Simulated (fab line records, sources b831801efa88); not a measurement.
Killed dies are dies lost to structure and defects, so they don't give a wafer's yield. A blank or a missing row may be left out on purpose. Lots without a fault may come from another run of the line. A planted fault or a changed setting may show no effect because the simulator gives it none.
Which tool did it? | flow sky130 | 6 lots, 18 wafers sampled, at 2 steps of a route of 708

WHAT THE GAUGES READ, wafer by wafer
SKY_LDD_P_CD_MEAS_07: target cd 380 nm.
lot  | measured     | on        | cd_nm (nm)
L887 | day 19 14:58 | cd_sem-02 | 381.9 383.5 382.0
L889 | day 20 10:16 | cd_sem-01 | 384.2 381.5 382.9
L895 | day 22 05:11 | cd_sem-02 | 417.0 418.5 415.8 417.4 418.4 415.7
L902 | day 25 04:29 | cd_sem-01 | 382.3 382.7 382.6
L903 | day 25 12:49 | cd_sem-01 | 381.9 380.6 378.9
L907 | day 26 12:20 | cd_sem-02 | 379.3 379.0 374.3

WHICH TOOL RAN EACH LOT (tool, then ch and the chambers of the sampled wafers, then the start)
lot  | SKY_LDD_P_DEVELOP_06
L887 | litho_track-03 ch 0, day 19 14:50
L889 | litho_track-02 ch 0, day 20 10:07
L895 | litho_track-02 ch 0, day 22 05:02
L902 | litho_track-02 ch 0, day 25 04:19
L903 | litho_track-03 ch 0, day 25 12:40
L907 | litho_track-02 ch 0, day 26 12:11
- SKY_LDD_P_DEVELOP_06: develop time 60 s.

THE ANSWER, worked out from the rows above alone
Rule: what is usual is taken from the lots themselves. Put in order of their means at a reading, lots are off if they are a third of the lots or fewer, leave a main group of 4 or more, and stand apart from it by a gap of 3 or more times the standard deviation of the main group's means; of several such gaps the widest counts. A main group whose means are all the same, to the digits that the tables above print for the reading, isn't used. A lot without any number at a reading at which 4 lots or more have one is off too. The other lots that the step has rows for count as sound.
Off: L895, at SKY_LDD_P_CD_MEAS_07 (cd_nm). The main group: mean 381.2 nm, standard deviation 2.
A tool fits if, at a process step before that reading, it ran every lot that is off, and no sound lot after the first of them. The gauges at SKY_LDD_P_CD_MEAS_07 are tried like those tools. None of those tried fits.

WHAT THE SIMULATOR HAD PUT IN
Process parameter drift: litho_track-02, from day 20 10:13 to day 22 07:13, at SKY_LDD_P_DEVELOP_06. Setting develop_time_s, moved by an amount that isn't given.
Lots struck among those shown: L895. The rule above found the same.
